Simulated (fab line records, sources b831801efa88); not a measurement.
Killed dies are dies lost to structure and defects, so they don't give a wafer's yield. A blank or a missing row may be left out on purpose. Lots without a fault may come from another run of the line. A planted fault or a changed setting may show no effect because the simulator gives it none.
Which tool did it? | flow sky130 | 13 lots, 39 wafers sampled, at 5 steps of a route of 708

WHAT THE GAUGES READ, wafer by wafer
SKY_SONOS_TUNNEL_CD_MEAS_07: target cd 410 nm. Usual: cd_nm 409.7 nm, standard deviation 2.6.
lot  | measured     | on        | cd_nm (nm)        | flag
L680 | day 11 12:32 | cd_sem-01 | 408.6 407.9 409.3 |
L681 | day 11 19:44 | cd_sem-02 | 414.4 413.9 411.9 |
L684 | day 12 13:34 | cd_sem-02 | 409.1 408.5 410.9 |
L685 | day 12 23:57 | cd_sem-01 | 406.8 408.3 409.3 |
L688 | day 13 21:02 | cd_sem-02 | 406.5 408.1 411.0 |
L690 | day 14 21:37 | cd_sem-02 | 405.6 408.4 407.4 |
L692 | day 15 06:45 | cd_sem-02 | - - -             | OFF
L693 | day 15 16:21 | cd_sem-01 | - - -             | OFF
L694 | day 16 04:21 | cd_sem-02 | - - -             | OFF
L700 | day 18 06:59 | cd_sem-02 | 415.3 414.9 415.3 |
L701 | day 18 13:07 | cd_sem-02 | 409.3 408.3 408.9 |
L702 | day 18 17:54 | cd_sem-02 | 408.0 409.4 406.6 |
L703 | day 19 00:49 | cd_sem-02 | 409.3 409.3 407.2 |

SKY_VIA1_THK_MEAS_23: measures by xrf. Usual: VIA1_W_THK 275 nm, standard deviation 3.7.
lot  | measured     | on            | VIA1_W_THK (nm) | flag
L680 | day 34 06:17 | film_metro-03 | 278 269 274     |
L681 | day 34 10:37 | film_metro-03 | 280 280 278     |
L684 | day 35 05:35 | film_metro-02 | 273 273 270     |
L685 | day 36 01:53 | film_metro-04 | 276 267 274     |
L688 | day 36 14:44 | film_metro-04 | 277 277 278     |
L690 | day 37 16:38 | film_metro-04 | 273 272 275     |
L700 | day 40 19:23 | film_metro-03 | 282 280 279     |
L701 | day 41 06:02 | film_metro-03 | 272 275 271     |
L702 | day 41 09:32 | film_metro-03 | 269 269 269     |
L703 | day 41 05:55 | film_metro-02 | 283 277 278     |

SKY_METAL2_THK_MEAS_06: measures by xrf. Usual: METAL2_ALCU_THK 250 nm, standard deviation 3.9.
lot  | measured     | on            | METAL2_ALCU_THK (nm) | flag
L680 | day 34 06:55 | film_metro-01 | 253 251 251          |
L681 | day 34 11:14 | film_metro-03 | 245 246 245          |
L684 | day 35 06:13 | film_metro-01 | 249 252 248          |
L685 | day 36 02:31 | film_metro-01 | 256 247 251          |
L688 | day 36 15:47 | film_metro-03 | 251 252 253          |
L690 | day 37 17:15 | film_metro-03 | 247 253 252          |
L700 | day 40 20:00 | film_metro-01 | 246 247 246          |
L701 | day 41 06:40 | film_metro-01 | 256 257 253          |
L702 | day 41 10:10 | film_metro-01 | 253 254 253          |
L703 | day 41 06:32 | film_metro-02 | 246 251 249          |

WHICH TOOL RAN EACH LOT (tool, then ch and the chambers of the sampled wafers, then the start)
lot  | SKY_SONOS_TUNNEL_COAT_02          | SKY_CONTACT_SPUTTER_23
L680 | litho_track-01 ch 0, day 11 00:54 | pvd_sputter-01, day 31 20:48
L681 | litho_track-03 ch 0, day 11 06:40 | pvd_sputter-02, day 32 02:00
L684 | litho_track-04 ch 0, day 12 01:11 | pvd_sputter-04, day 32 20:22
L685 | litho_track-03 ch 0, day 12 11:31 | pvd_sputter-01, day 33 17:22
L688 | litho_track-04 ch 0, day 13 08:11 | pvd_sputter-04, day 34 05:58
L690 | litho_track-03 ch 0, day 14 07:47 | pvd_sputter-01, day 35 07:59
L692 | litho_track-03, day 14 16:49      | -
L693 | litho_track-01, day 15 02:42      | -
L694 | litho_track-04, day 15 13:41      | -
L700 | litho_track-01 ch 0, day 17 16:09 | pvd_sputter-02, day 38 14:18
L701 | litho_track-01 ch 0, day 17 21:58 | pvd_sputter-04, day 39 01:31
L702 | litho_track-01 ch 0, day 18 03:03 | pvd_sputter-02, day 39 03:44
L703 | litho_track-03 ch 0, day 18 09:31 | pvd_sputter-02, day 39 00:31
- SKY_SONOS_TUNNEL_COAT_02: resist thk 1140 nm.
- SKY_CONTACT_SPUTTER_23: material TiN, target thk 20 nm, time 80 s.

WHAT THE TOOLS THEMSELVES READ (means of the sampled wafers that have a number; where no wafer has one, the mark that the record gives instead)
SKY_SONOS_TUNNEL_COAT_02. Usual: chill_plate_temp_C 23.01 C, standard deviation 0.11; dispense_pressure_kPa 46.2 kPa, standard deviation 0.34.
lot  | tool           | chill_plate_temp_C (C) | dispense_pressure_kPa (kPa) | flag
L680 | litho_track-01 | 23.14                  | 45.9                        |
L681 | litho_track-03 | 22.86                  | 46.6                        |
L684 | litho_track-04 | 22.82                  | 45.9                        |
L685 | litho_track-03 | 23.07                  | 46.6                        |
L688 | litho_track-04 | 23.08                  | 45.9                        |
L690 | litho_track-03 | 22.95                  | 46.6                        |
L692 | litho_track-03 | -                      | -                           | OFF
L693 | litho_track-01 | -                      | -                           | OFF
L694 | litho_track-04 | -                      | -                           | OFF
L700 | litho_track-01 | 23.07                  | 45.9                        |
L701 | litho_track-01 | 23.05                  | 45.9                        |
L702 | litho_track-01 | 23.07                  | 45.9                        |
L703 | litho_track-03 | 23.13                  | 46.6                        |

SKY_CONTACT_SPUTTER_23. Usual: throttle_valve_pct 29.7 %, standard deviation 1.4.
lot  | tool           | throttle_valve_pct (%) | flag
L680 | pvd_sputter-01 | 29.5                   |
L681 | pvd_sputter-02 | 30.6                   |
L684 | pvd_sputter-04 | 29.6                   |
L685 | pvd_sputter-01 | 30.3                   |
L688 | pvd_sputter-04 | 29.7                   |
L690 | pvd_sputter-01 | 28.8                   |
L700 | pvd_sputter-02 | 29.1                   |
L701 | pvd_sputter-04 | 29.0                   |
L702 | pvd_sputter-02 | 29.4                   |
L703 | pvd_sputter-02 | 28.3                   |

THE ANSWER, worked out from the rows above alone
Rule: a lot is off if the mean of its wafers that have a number lies more than 3 standard deviations from the usual mean. A lot without any number at a reading at which 4 lots or more have one is off too. The other lots that the step has rows for count as sound. The gauges are gone through in route order, then the tools' own readings, and for those a lot's mean is taken as printed above. The first step at which some lot is off is used, and at that step the reading that is off furthest; a lot without a number counts as furthest.
Off: L692, L693, L694, at SKY_SONOS_TUNNEL_CD_MEAS_07 (cd_nm). Without a number there: L692, L693, L694.
A tool fits if, at a process step before that reading, it ran every lot that is off, and no sound lot after the first of them. The gauges at SKY_SONOS_TUNNEL_CD_MEAS_07 aren't tried: what is off there is off at SKY_SONOS_TUNNEL_COAT_02 too, on other tools, and a gauge's error can't cause that. None of those tried fits.

WHAT THE SIMULATOR HAD PUT IN
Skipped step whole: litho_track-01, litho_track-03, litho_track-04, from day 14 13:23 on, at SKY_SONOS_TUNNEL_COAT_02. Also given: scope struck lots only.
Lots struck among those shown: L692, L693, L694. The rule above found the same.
